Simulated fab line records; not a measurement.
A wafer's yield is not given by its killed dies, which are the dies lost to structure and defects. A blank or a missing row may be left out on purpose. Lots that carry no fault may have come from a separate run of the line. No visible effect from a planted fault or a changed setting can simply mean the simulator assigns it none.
A struck lot beside a sound one | flow gf180mcu | 15 steps out of a route of 602
Sound: wafers L124.1, L124.4, L124.6. Struck: wafers L136.4, L136.5. (L136.1 of the same lot was not struck and is left out.) The cause comes at the end.
For every step that has rows: the tool of each side, followed by ch and its chambers, followed by its first start. Under that, the readings that differ: sound wafers | struck wafers | difference of the means | sigmas: that difference in standard deviations of wafers without a fault.
alike: words and numbers the same on both sides, and readings whose means are apart by under 2 such deviations; not compared: readings that were withheld, readings missing a value for some wafer, numbers with overlapping values and no deviation given by the record, and bounds like >300 which may hide the same value.
Wherever a step has rows on one side only, a row that says differs or no value, or a row with sigmas, the two part there. Numbers that don't overlap but have no deviation are shown without sigmas and don't part them. A reading missing from all wafers of one side parts the sides only when that side holds two or more wafers.

first, 3 steps without rows for these wafers: GF_V2_EXPOSE_11 (exposes mask Via2, target cd 260 nm); GF_V2_PEB_12 (peb time 90 s); GF_V2_DEVELOP_13 (develop time 60 s).
GF_V2_CD_MEAS_14: target cd 260 nm.
  sound on cd_sem-02 at day 22 06:42; struck on cd_sem-02 at day 26 05:15
  alike: cd_nm
GF_V2_OVL_MEAS_15:
  sound on overlay-01 at day 22 06:49; struck on overlay-01 at day 26 05:22
  alike: V2_OVL
GF_V2_ETCH_16: etches BARC in N2/H2.
  sound on rie_diel-02 ch 0,1,3, day 22 06:51; struck on rie_diel-04 ch 0,1, day 26 05:24
  alike: drypump_motor_current_A, oes_product_au, rf_fwd_power_W, throttle_valve_pct
GF_V2_ETCH_17: etches SiO2 in C4F8/O2/Ar, stops on TiN, target depth 630 nm.
  sound on rie_diel-02 ch 0,1,3; struck on rie_diel-04 ch 0,1
  alike: oes_product_au, rf_fwd_power_W
GF_V2_STRIP_18: strips in O2/N2.
  sound on plasma_asher-01 ch 0,1, day 22 06:59; struck on plasma_asher-04 ch 0, day 26 05:32
  alike: drypump_motor_current_A, heater_power_w, oes_product_au
  not compared: rf_hours_counter_h
then, 2 steps without rows for these wafers: GF_V2_STRIP_19 (strips in post etch residue remover, time 1200 s); GF_V2_CLEAN_20 (cleans in DIW).
GF_V2_SPUTTER_21: material Ti, target thk 15 nm, time 80.02 s.
  sound on pvd_sputter-02 at day 22 07:31; struck on pvd_sputter-01 at day 26 06:04
  alike: throttle_valve_pct
GF_V2_SPUTTER_22: material TiN, target thk 10 nm, time 40 s.
  sound on pvd_sputter-02 at day 22 07:35; struck on pvd_sputter-01 at day 26 06:08
  alike: throttle_valve_pct
GF_V2_CVD_23: deposits W, target thk 350 nm, time 104.94 s.
  sound on cvd_w-01 ch 1, day 22 07:37; struck on cvd_w-02 ch 0, day 26 06:10
  reading                          | sound             | struck      | difference | sigmas
  model.W_of_V2_CVD_23.thk_nm (nm) | 347.9 348.5 344.4 | 362.5 362.8 | +15.7      |
  alike: heater_power_w
GF_V2_RS_MEAS_24: uses a four-point probe to measure.
  sound on film_metro-02 at day 22 07:44; struck on film_metro-03 at day 26 06:17
  reading          | sound             | struck      | difference | sigmas
  V2_W_RS (ohm/sq) | 0.330 0.329 0.333 | 0.315 0.316 | -0.015     | -3
next, for these wafers, 1 step has no rows: GF_PASSIVATION_PROBE_99.

## WHERE THEY PART
Only at GF_V2_RS_MEAS_24, within this record.

WHY: whatever the simulator had introduced
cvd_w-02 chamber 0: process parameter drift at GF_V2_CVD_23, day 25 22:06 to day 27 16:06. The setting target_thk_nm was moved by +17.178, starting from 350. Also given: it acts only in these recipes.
